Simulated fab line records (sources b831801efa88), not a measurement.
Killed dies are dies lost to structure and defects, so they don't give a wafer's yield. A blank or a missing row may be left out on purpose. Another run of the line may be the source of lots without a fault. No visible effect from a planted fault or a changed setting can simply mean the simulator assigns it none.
Matching of chambers | flow gf180mcu | GF_V5_CMP_04 on cmp-02 has 4 sister chambers
The step polishes SiO2. 4 wafers are shown with their chamber, then 12 later ones without.

## WAFERS, EACH WITH ITS CHAMBER
wafer  | chamber | motor-current-A (A)
L093.6 | 1       | 11.5
L093.2 | 3       | 12.5
L093.4 | 2       | 12.0
L093.5 | 0       | 11.4

## WAFERS WITH NO CHAMBER GIVEN
wafer  | motor-current-A (A)
L095.1 | 11.4
L095.4 | 12.2
L095.5 | 12.1
L095.2 | 11.1
L095.3 | 13.2
L095.6 | 12.8
L096.2 | 10.9
L096.3 | 11.8
L096.6 | 11.4
L096.1 | 12.1
L096.4 | 11.5
L096.5 | 12.1

## EACH ONE'S CHAMBER
wafer  | from the rows above               | in truth
L095.1 | can't be placed: 0 or 1           | 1
L095.4 | can't be placed: 2 or 3 or 1      | 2
L095.5 | can't be placed: 2 or 3 or 1      | 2
L095.2 | can't be placed: 0 or 1           | 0
L095.3 | can't be placed: 3 or 2           | 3
L095.6 | can't be placed: 3 or 2           | 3
L096.2 | can't be placed: 0 or 1           | 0
L096.3 | can't be placed: 2 or 1 or 0 or 3 | 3
L096.6 | can't be placed: 0 or 1           | 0
L096.1 | can't be placed: 2 or 3 or 1      | 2
L096.4 | can't be placed: 1 or 0 or 2      | 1
L096.5 | can't be placed: 2 or 3 or 1      | 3
Correctly placed: 0 of 12. Unplaceable from these rows: 12, with the true chamber sitting among the candidates in 12. Wrongly placed: 0.
How it was worked out, from the rows above alone: a wafer's distance from a chamber is the root of the sum, over the readings, of the square of ((its reading less the chamber's mean) divided by the reading's scatter). If the next closest chamber is less than 2 further off than the closest, the wafer can't be placed; otherwise it belongs to the closest. The mean given for a chamber averages the wafers shown for that chamber. The scatter: root of mean squared gap, hidden wafer to nearest shown wafer, with one shown wafer a chamber.
